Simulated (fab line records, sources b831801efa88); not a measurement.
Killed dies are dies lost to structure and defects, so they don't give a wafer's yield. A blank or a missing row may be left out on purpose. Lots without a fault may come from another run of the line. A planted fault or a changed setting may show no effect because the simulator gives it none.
Which tool did it? | flow sky130 | 11 lots, 33 wafers sampled, at 1 step of a route of 708

WHAT THE GAUGES READ, wafer by wafer
SKY_GATE_OXIDE_OVL_MEAS_10.
lot  | measured     | on         | GATE_OXIDE_OVL (nm)
L922 | day 14 05:37 | overlay-02 | 1.1 0.5 0.4
L923 | day 14 12:02 | overlay-01 | -2.8 -0.9 -2.0
L924 | day 14 19:46 | overlay-01 | 0.9 0.3 -1.0
L929 | day 16 08:07 | overlay-01 | 0.0 0.7 0.8
L933 | day 18 06:53 | overlay-02 | -1.5 -0.7 -1.0
L934 | day 18 11:47 | overlay-02 | 0.2 0.2 -2.0
L936 | day 18 23:49 | overlay-02 | 0.3 0.6 0.2
L937 | day 19 06:07 | overlay-02 | -3.5 -1.8 -1.1
L943 | day 21 11:40 | overlay-01 | -1.4 -1.3 -1.2
L944 | day 21 17:25 | overlay-01 | -0.1 -0.7 -1.8
L945 | day 21 23:17 | overlay-01 | 0.3 -0.1 -0.3

WHICH TOOL RAN EACH LOT (tool, then ch and the chambers of the sampled wafers, then the start)
The record holds no process step before these readings.

THE ANSWER, worked out from the rows above alone
Rule: what is usual is taken from the lots themselves. Put in order of their means at a reading, lots are off if they are a third of the lots or fewer, leave a main group of 4 or more, and stand apart from it by a gap of 3 or more times the standard deviation of the main group's means; of several such gaps the widest counts. A main group whose means are all the same, to the digits that the tables above print for the reading, isn't used. A lot without any number at a reading at which 4 lots or more have one is off too. The other lots that the step has rows for count as sound.
No lot is off at any reading shown: from this, nothing can be told.

WHAT THE SIMULATOR HAD PUT IN
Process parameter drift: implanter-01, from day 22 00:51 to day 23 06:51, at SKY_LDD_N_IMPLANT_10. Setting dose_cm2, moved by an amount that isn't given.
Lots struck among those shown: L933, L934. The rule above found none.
